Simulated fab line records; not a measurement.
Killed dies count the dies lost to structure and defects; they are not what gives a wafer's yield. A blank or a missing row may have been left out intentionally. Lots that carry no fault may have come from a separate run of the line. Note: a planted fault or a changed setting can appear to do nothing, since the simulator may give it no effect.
fab line records	flow gf180mcu
[record] lots = 5	wafers = 15	last-day = 33
route steps=602 shown NWELL@52 LVPWELL@54 MVSD@66 MVPSD@78
lots with no fault: from the same line, run without faults
start-h: the number of hours between the record's first day and the start of the first shown wafer of the lot	wait-h: hours from the lot's prior step to this one	" repeats the value in the row above	L1.1+2: a row that stands for several wafers	- no value, or no start was given	* or withheld: withheld	< > ~ a bound
route shown NAME@n: a module of which the file shows steps, and the number in the route of the first	usual: the fault-free wafers' mean and standard deviation	same: alike in all rows	chamber/n: place in a boat	sites: per-site readings	_std_site: their standard deviation	_edge_site: the outer-site mean with the inner-site mean subtracted	radius-mm: how far each site lies from the wafer's centre	mask NAME#n: copy n	behind: the most recent tool/chamber to have shaped the wafer	hold: why the lot was held/for how many hours/how that ended	device: the n, p or np transistor that did not switch	end of line: the same wafers' tests at the end of the route	step lacking rows: just its recipe	killed: dies lost to structure and defects at the first sort, not the wafer's yield	map: a wafer's dies, marking killed ones x, the rest . and places with no die _
set.NAME: setting as actually run; set.NAME@STEP: the setting as run at that earlier step	model.NAME: the simulator's own value behind a step, which no gauge read
certain route steps with their lots: each step a table, each wafer a row
services: the hour from which a tool's chamber was out of use, counted from the record's first day as start-h (under 0 if before that day), plus the number of hours and why
[[steps]]
[step GF_NWELL_STRIP_10]
[recipe] chemistry = O2/N2	power-w = 1400	pressure-mtorr = 1500	platen-temp-c = 250	o2-flow-sccm = 3000	n2-flow-sccm = 300	overash-fraction = 0.5
[usual] drypump-motor-current-A = 6.42/0.2	heater-power-w = 360/21	oes-product-au = 0.723/0.004	strip-time-to-endpoint-s = 37.02/0.093
lot.wafer	tool	chamber	start-h	wait-h	drypump-motor-current-A	heater-power-w	oes-product-au	rf-hours-counter-h	strip-time-to-endpoint-s
L849.3	plasma-asher-01	0	61.01	0.1	6.57	357	0.722	-	37.05
L849.4	"	1	"	"	6.53	373	0.717	-	36.98
L849.5	"	1	"	"	6.54	373	0.719	-	37.01
L850.3	plasma-asher-04	0	65.96	0.1	6.30	367	0.727	-	36.98
L850.5	"	1	"	"	6.31	381	0.721	-	37.04
L850.6	"	0	"	"	6.28	358	0.720	-	37.08
L861.1	plasma-asher-01	0	126.03	0.1	6.53	344	0.726	48	37.00
L861.2	"	1	"	"	6.52	380	0.716	48	36.91
L861.5	"	1	"	"	6.52	372	0.723	-	36.93
L863.2	plasma-asher-02	0	137.78	0.1	6.05	319	0.728	48	37.00
L863.3	"	0	"	"	6.06	319	0.715	-	37.00
L863.6	"	1	"	"	6.63	371	0.718	-	36.97
L867.1	plasma-asher-01	0	159.83	0.1	6.54	354	0.720	51	37.22
L867.5	"	0	"	"	6.55	355	0.726	-	37.20
L867.6	"	1	"	"	6.55	380	0.720	-	37.16
[step GF_NWELL_TW_MEAS_11]
[usual] NWELL_TW = 1573/11
lot.wafer	tool	chamber	start-h	wait-h	NWELL_TW
L849.3	film-metro-02	-	61.10	0.1	1560
L849.4	"	-	"	"	1575
L849.5	"	-	"	"	1570
L850.3	film-metro-03	-	66.05	0.1	1587
L850.5	"	-	"	"	1578
L850.6	"	-	"	"	1581
L861.1	film-metro-03	-	126.13	0.1	1581
L861.2	"	-	"	"	1584
L861.5	"	-	"	"	1572
L863.2	film-metro-03	-	137.89	0.1	1588
L863.3	"	-	"	"	1578
L863.6	"	-	"	"	1581
L867.1	film-metro-02	-	159.93	0.1	1562
L867.5	"	-	"	"	1572
L867.6	"	-	"	"	1564
[step GF_LVPWELL_DEHYDRATE_00]
[recipe] temp-c = 200	time-s = 60
[step GF_LVPWELL_HMDS_01]
[recipe] prime-time-s = 60	prime-temp-c = 120
[step GF_LVPWELL_COAT_02]
[recipe] spin-rpm = 2000	resist-thk-nm = 3000
[step GF_LVPWELL_SOFTBAKE_03]
[recipe] temp-c = 110	time-s = withheld
[step GF_LVPWELL_EXPOSE_04]
[recipe] mask-id = LVPWELL	target-cd-nm = 600	na = 0.6	source-shape = conventional	sigma-outer = 0.6	dose-mj = 260
[step GF_LVPWELL_PEB_05]
[recipe] temp-c = 115	time-s = withheld
[step GF_LVPWELL_DEVELOP_06]
[recipe] wall-angle-deg = 90	develop-time-s = 60	dev-temp-c = 23
[step GF_LVPWELL_OVL_MEAS_07]
[usual] LVPWELL_OVL = 0.1/1.4
lot.wafer	tool	chamber	start-h	wait-h	LVPWELL_OVL[nm]
L849.3	overlay-02	-	74.12	-	-0.3
L849.4	"	-	"	"	2.1
L849.5	"	-	"	"	0.8
L850.3	overlay-01	-	79.52	-	-2.0
L850.5	"	-	"	"	-1.5
L850.6	"	-	"	"	-1.4
L861.1	overlay-02	-	141.04	-	0.6
L861.2	"	-	"	"	-0.2
L861.5	"	-	"	"	1.1
L863.2	overlay-02	-	153.10	-	-0.8
L863.3	"	-	"	"	0.6
L863.6	"	-	"	"	-1.4
L867.1	overlay-01	-	175.94	-	-0.5
L867.5	"	-	"	"	-1.7
L867.6	"	-	"	"	1.1
[step GF_LVPWELL_IMPLANT_08]
[recipe] species = B	energy-kev = 170	dose-cm2 = 1.5e+13	tilt-deg = 0
[step GF_LVPWELL_IMPLANT_09]
[recipe] species = B	energy-kev = 60	dose-cm2 = 5e+12	tilt-deg = 0
[step GF_LVPWELL_STRIP_10]
[recipe] chemistry = O2/N2	power-w = 1400	pressure-mtorr = 1500	platen-temp-c = 250	o2-flow-sccm = 3000	n2-flow-sccm = 300	overash-fraction = 0.5
[usual] drypump-motor-current-A = 6.38/0.26	heater-power-w = 349/28	oes-product-au = 0.722/0.0043	strip-time-to-endpoint-s = 37.00/0.099
lot.wafer	tool	chamber	start-h	wait-h	drypump-motor-current-A	heater-power-w	oes-product-au	rf-hours-counter-h	strip-time-to-endpoint-s	model.coat_of_LVPWELL_COAT_02.thk-nm
L849.3	plasma-asher-02	1	74.48	0.1	6.66	370	0.724	-	36.99	0
L849.4	"	0	"	"	6.05	315	0.725	-	37.01	0
L849.5	"	1	"	"	6.65	370	0.723	-	37.05	0
L850.3	plasma-asher-03	1	79.88	0.1	6.24	286	0.726	-	37.03	0
L850.5	"	1	"	"	6.24	298	0.722	-	37.00	0
L850.6	"	0	"	"	5.96	340	0.721	-	36.93	0
L861.1	plasma-asher-02	0	141.38	0.1	6.06	312	0.941	48	-	1267
L861.2	"	1	"	"	6.62	375	0.951	48	-	1267
L861.5	"	1	"	"	6.66	370	0.945	-	-	1264
L863.2	plasma-asher-01	1	153.43	0.1	6.55	371	0.718	51	37.21	0
L863.3	"	1	"	"	6.54	372	0.727	-	37.17	0
L863.6	"	1	"	"	6.54	373	0.719	-	37.16	0
L867.1	plasma-asher-01	1	176.28	0.1	6.53	386	0.717	53	37.01	0
L867.5	"	1	"	"	6.50	381	0.720	-	36.94	0
L867.6	"	0	"	"	6.56	356	0.720	-	36.93	0
[step GF_LVPWELL_TW_MEAS_11]
[usual] LVPWELL_TW = 558/3.9
lot.wafer	tool	chamber	start-h	wait-h	LVPWELL_TW
L849.3	film-metro-04	-	74.56	0.1	553
L849.4	"	-	"	"	551
L849.5	"	-	"	"	553
L850.3	film-metro-02	-	79.96	0.1	559
L850.5	"	-	"	"	559
L850.6	"	-	"	"	558
L861.1	film-metro-04	-	141.48	0.1	558
L861.2	"	-	"	"	559
L861.5	"	-	"	"	555
L863.2	film-metro-02	-	153.54	0.1	555
L863.3	"	-	"	"	555
L863.6	"	-	"	"	558
L867.1	film-metro-04	-	176.38	0.1	557
L867.5	"	-	"	"	556
L867.6	"	-	"	"	556
[step GF_MVSD_DEHYDRATE_00]
[recipe] temp-c = 200	time-s = 60
[step GF_MVSD_HMDS_01]
[recipe] prime-time-s = 60	prime-temp-c = 120
[step GF_MVSD_COAT_02]
[recipe] spin-rpm = 2000	resist-thk-nm = 3000
[step GF_MVSD_SOFTBAKE_03]
[recipe] temp-c = 110	time-s = withheld
[step GF_MVSD_EXPOSE_04]
[recipe] mask-id = MVSD	target-cd-nm = 1000	na = 0.6	source-shape = conventional	sigma-outer = 0.6	dose-mj = 260
[step GF_MVSD_PEB_05]
[recipe] temp-c = 115	time-s = withheld
[step GF_MVSD_DEVELOP_06]
[recipe] wall-angle-deg = 90	develop-time-s = 60	dev-temp-c = 23
[step GF_MVSD_OVL_MEAS_07]
[usual] MVSD_OVL = -0.6/1.1
lot.wafer	tool	chamber	start-h	wait-h	MVSD_OVL[nm]
L849.3	overlay-02	-	88.10	-	-0.9
L849.4	"	-	"	"	1.3
L849.5	"	-	"	"	-0.3
L850.3	overlay-02	-	93.92	-	-1.8
L850.5	"	-	"	"	-2.5
L850.6	"	-	"	"	-0.8
L861.1	overlay-02	-	156.64	-	2.2
L861.2	"	-	"	"	0.3
L861.5	"	-	"	"	0.4
L863.2	overlay-01	-	169.95	-	-0.2
L863.3	"	-	"	"	-2.1
L863.6	"	-	"	"	0.6
L867.1	overlay-01	-	193.01	-	0.4
L867.5	"	-	"	"	-0.8
L867.6	"	-	"	"	0.1
[step GF_MVSD_IMPLANT_08]
[recipe] species = P	energy-kev = 400	dose-cm2 = 1.6e+13	tilt-deg = 0
[step GF_MVSD_IMPLANT_09]
[recipe] species = P	energy-kev = 100	dose-cm2 = 5e+12	tilt-deg = 0
[step GF_MVSD_STRIP_10]
[recipe] chemistry = O2/N2	power-w = 1400	pressure-mtorr = 1500	platen-temp-c = 250	o2-flow-sccm = 3000	n2-flow-sccm = 300	overash-fraction = 0.5
[usual] drypump-motor-current-A = 6.22/0.24	heater-power-w = 344/32	oes-product-au = 0.723/0.0045	strip-time-to-endpoint-s = 36.99/0.11
lot.wafer	tool	chamber	start-h	wait-h	drypump-motor-current-A	heater-power-w	oes-product-au	rf-hours-counter-h	strip-time-to-endpoint-s
L849.3	plasma-asher-04	0	88.46	0.1	6.30	363	0.727	-	37.11
L849.4	"	1	"	"	6.31	375	0.726	-	37.13
L849.5	"	0	"	"	6.29	354	0.726	-	36.99
L850.3	plasma-asher-03	0	94.28	0.1	5.92	340	0.727	-	36.78
L850.5	"	1	"	"	6.23	289	0.716	-	36.84
L850.6	"	0	"	"	5.93	335	0.717	-	36.79
L861.1	plasma-asher-03	0	156.98	0.1	5.92	367	0.721	4	55.86
L861.2	"	1	"	"	6.25	295	0.725	4	55.80
L861.5	"	1	"	"	6.26	302	0.726	-	55.79
L863.2	plasma-asher-02	1	170.28	0.1	6.67	378	0.719	51	36.90
L863.3	"	0	"	"	6.06	315	0.725	-	36.91
L863.6	"	0	"	"	6.06	313	0.720	-	36.95
L867.1	plasma-asher-04	1	193.34	0.1	6.31	380	0.713	41	37.05
L867.5	"	0	"	"	6.27	369	0.734	-	37.05
L867.6	"	1	"	"	6.31	390	0.726	-	37.05
[step GF_MVSD_TW_MEAS_11]
[usual] MVSD_TW = 1578/10
lot.wafer	tool	chamber	start-h	wait-h	MVSD_TW
L849.3	film-metro-03	-	88.55	0.1	1591
L849.4	"	-	"	"	1589
L849.5	"	-	"	"	1588
L850.3	film-metro-03	-	94.36	0.1	1591
L850.5	"	-	"	"	1591
L850.6	"	-	"	"	1590
L861.1	film-metro-03	-	157.08	0.1	30
L861.2	"	-	"	"	30
L861.5	"	-	"	"	30
L863.2	film-metro-03	-	170.39	0.1	1580
L863.3	"	-	"	"	1588
L863.6	"	-	"	"	1579
L867.1	film-metro-02	-	193.44	0.1	1569
L867.5	"	-	"	"	1569
L867.6	"	-	"	"	1571
[step GF_MVPSD_DEHYDRATE_00]
[recipe] temp-c = 200	time-s = 60
[[services]]
tool	chamber	start-h	hours	kind
plasma-asher-02	-	65.77	2.5	repair
plasma-asher-01	-	89.10	3.2	repair
plasma-asher-02	-	102.82	3.9	repair
plasma-asher-03	-	108.75	9.0	pm
plasma-asher-03	0	108.75	9.0	vent-cycle
plasma-asher-03	1	108.75	9.0	vent-cycle
plasma-asher-03	0	117.75	-	clean
plasma-asher-03	1	117.75	-	clean
plasma-asher-01	-	140.39	2.7	repair
plasma-asher-03	-	166.68	1.1	repair
plasma-asher-04	-	179.33	2.8	pm
[[key]]
[first-sign] step = GF_LVPWELL_STRIP_10	reading = oes-product-au	direction = up	sigmas = 52	usual = 0.722	struck = 0.946
[effect] step = GF_MVSD_STRIP_10	reading = strip-time-to-endpoint-s	direction = up	sigmas = 99+	usual = *	struck = *
[effect] step = GF_MVSD_TW_MEAS_11	reading = MVSD_TW	direction = down	sigmas = 99+	usual = 1578	struck = 30
[model-effect] step = GF_LVPWELL_STRIP_10	value = coat_of_LVPWELL_COAT_02.thk-nm	without = 0	struck = 1266
met-at GF_LVPWELL_STRIP_10
struck-wafers L861.1,L861.2,L861.5
sort-left-out L861.1,L861.2,L861.5
tester-left-out L861
onset-between 74.48 141.38
[fault] kind = strip-aborted	tool = plasma-asher-02	chamber = -	onset-h = 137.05	steps = GF_LVPWELL_STRIP_10	offset = 0.67357	end-h = 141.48
// tester-left-out: of these lots the tester's yield and bins aren't shown, on N5 and GAA mostly nor the transistor test; their killed dies are dies lost to structure and defects alone, not to doping, threshold or leakage, so they don't give the yield
// sort-left-out: the simulated sort isn't trusted on such a fault, so these wafers' sort isn't shown, and their yield isn't known
